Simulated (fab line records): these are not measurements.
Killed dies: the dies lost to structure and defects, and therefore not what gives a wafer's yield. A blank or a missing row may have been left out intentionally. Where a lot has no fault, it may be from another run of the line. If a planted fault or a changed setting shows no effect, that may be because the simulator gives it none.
A struck lot beside a sound one    flow sky130    26 steps out of a route of 708
Sound: these wafers, L804.1, L804.2, L804.5. Struck: wafer L808.4; the same lot's L808.3 was not struck, so it is left out; see the end for the cause.
At each step with rows: each side's tool, then ch and its chambers, then its first start. Under that, the readings that differ: sound wafers    struck wafers    difference of the means    sigmas: that difference in standard deviations of wafers without a fault.
alike: same words and numbers on both sides, and readings whose means sit less than 2 such deviations apart. not compared: any withheld reading, any reading some wafer has no value for, any bound like >300 that may hide the same value, and any number with overlapping values for which the record gives no deviation.
Wherever a step has rows on one side only, a row that says differs or no value, or a row with sigmas, the two part there. Non-overlapping numbers with no deviation appear without sigmas and do not part them. A reading missing from all wafers of one side parts the sides only when that side holds two or more wafers.

first, 8 steps without rows for these wafers: SKY_FIELD_ISO_DEHYDRATE_05 (time 60 s); SKY_FIELD_ISO_HMDS_06 (prime time 60 s); SKY_FIELD_ISO_COAT_07 (resist thk 60 nm); SKY_FIELD_ISO_COAT_08 (resist thk 450 nm); SKY_FIELD_ISO_SOFTBAKE_09 (time 90 s); SKY_FIELD_ISO_EXPOSE_10 (exposes mask FOM, target cd 150 nm); SKY_FIELD_ISO_PEB_11; SKY_FIELD_ISO_DEVELOP_12 (develop time 60 s).
SKY_FIELD_ISO_CD_MEAS_13 targets a cd of 150 nm.
  sound: cd sem-02 at day 4 00:35; struck: cd sem-02 at day 4 22:16
  alike: cd nm
SKY_FIELD_ISO_ETCH_14: etches BARC in N2/H2, stops on SiO2, time 45.9 s, target depth 60 nm.
  sound on rie diel-03 ch 0,2,3, day 4 00:42; struck on rie diel-03 ch 0, day 4 22:21
  alike: drypump motor current A, oes product au, throttle valve pct
  not compared: rf hours counter h
SKY_FIELD_ISO_ETCH_15: etches the open film in CHF3/O2, stops on Si, target depth 180 nm, time 72 s.
  sound on rie diel-03 ch 0,2,3, day 4 00:44; struck on rie diel-03 ch 0, day 4 22:23
reading                sound              struck  difference  sigmas
oes product au (a.u.)  0.945 0.954 0.954  0.938   -0.013      -2
  alike: drypump motor current A, throttle valve pct
  not compared: rf hours counter h
SKY_FIELD_ISO_STRIP_16: strips in O2/N2.
  sound on plasma asher-01 ch 0,1, day 4 00:48; struck on plasma asher-01 ch 0, day 4 22:29
  alike: drypump motor current A, oes product au, strip time to endpoint s
  not compared: rf hours counter h
SKY_FIELD_ISO_ETCH_17: etches Si in HBr/Cl2/O2, target depth 342 nm, time 97.7 s.
  sound on rie si-02 ch 1,2,3, day 4 00:54; struck on rie si-02 ch 0, day 4 22:33
reading                                      sound                 struck  difference  sigmas
oes product au (a.u.)                        1.016 1.004 1.012     1.242   +0.231      +30
throttle valve pct (%)                       25.650 25.658 25.630  25.494  -0.152      -14
model.etch.depth nm (nm)                     347.2 345.4 349.1     471.6   +124.4      
model.FIELD_ISO.feature depth nm (nm)        347.2 345.3 349.1     471.6   +124.4      
model.Si3N4_of_FIELD_ISO_CVD_03.thk nm (nm)  150.8 149.9 151.1     142.7   -7.9        
  alike: drypump motor current A
  not compared: rf hours counter h
then, 5 steps without rows for these wafers: SKY_FIELD_ISO_WET_ETCH_18 (etches Si3N4 in H3PO4, target depth 25 nm, time 286 s); SKY_FIELD_ISO_CLEAN_19 (cleans in SC1/SC2, time 150 s); SKY_FIELD_ISO_CLEAN_20 (cleans in dHF, time 20 s); SKY_FIELD_ISO_WET_ETCH_21 (etches SiO2 in dHF, target depth 20 nm, time 400 s); SKY_FIELD_ISO_OXIDATION_22 (stabilise 600 s, purge 300 s, target thk 10 nm).
SKY_FIELD_ISO_THK_MEAS_23:
  sound: film metro-04 at day 4 03:47; struck: film metro-01 at day 5 01:08
  alike: FIELD_ISO_OXIDATION_01_THK
then, 1 step without rows for these wafers: SKY_FIELD_ISO_CVD_24 (deposits SiO2, target thk 595 nm, time 99.2 s).
SKY_FIELD_ISO_THK_MEAS_25:
  sound: film metro-02 at day 4 03:55; struck: film metro-04 at day 5 01:16
  alike: FIELD_ISO_CVD_24_THK
then, 1 step without rows for these wafers: SKY_FIELD_ISO_ANNEAL_26 (time 1800 s).
SKY_FIELD_ISO_CMP_27: polishes, stops on Si3N4, t overpolish 16 s, target thk 457.8 nm.
  sound on cmp-02 ch 1,3, day 4 06:12; struck on cmp-02 ch 0, day 5 04:13
reading              sound           struck  difference  sigmas
motor current A (A)  14.0 14.2 13.9  11.1    -2.9        -2
  alike: overpolish run s, time to endpoint s
SKY_FIELD_ISO_WET_ETCH_28: etches SiO2 in dHF, target depth 23.7 nm, time 47 s.
  sound on wet bench-01 ch 2, day 4 06:30; struck on wet bench-03 ch 0, day 5 04:25
reading                                      sound              struck  difference  sigmas
model.Si3N4_of_FIELD_ISO_CVD_03.thk nm (nm)  120.3 119.5 120.5  112.4   -7.7        
then, 1 step without rows for these wafers: SKY_FIELD_ISO_WET_ETCH_29 (etches Si3N4 in H3PO4, target depth 160 nm, time 1825 s).
SKY_PAD_OPEN_PROBE_99:
  the record holds rows for the sound wafers here (prober-02, day 49 12:21) but none for the struck ones

WHERE THEY PART
Earliest at SKY_FIELD_ISO_ETCH_15; latest, in this record, at SKY_PAD_OPEN_PROBE_99.

WHY: whatever the simulator had introduced
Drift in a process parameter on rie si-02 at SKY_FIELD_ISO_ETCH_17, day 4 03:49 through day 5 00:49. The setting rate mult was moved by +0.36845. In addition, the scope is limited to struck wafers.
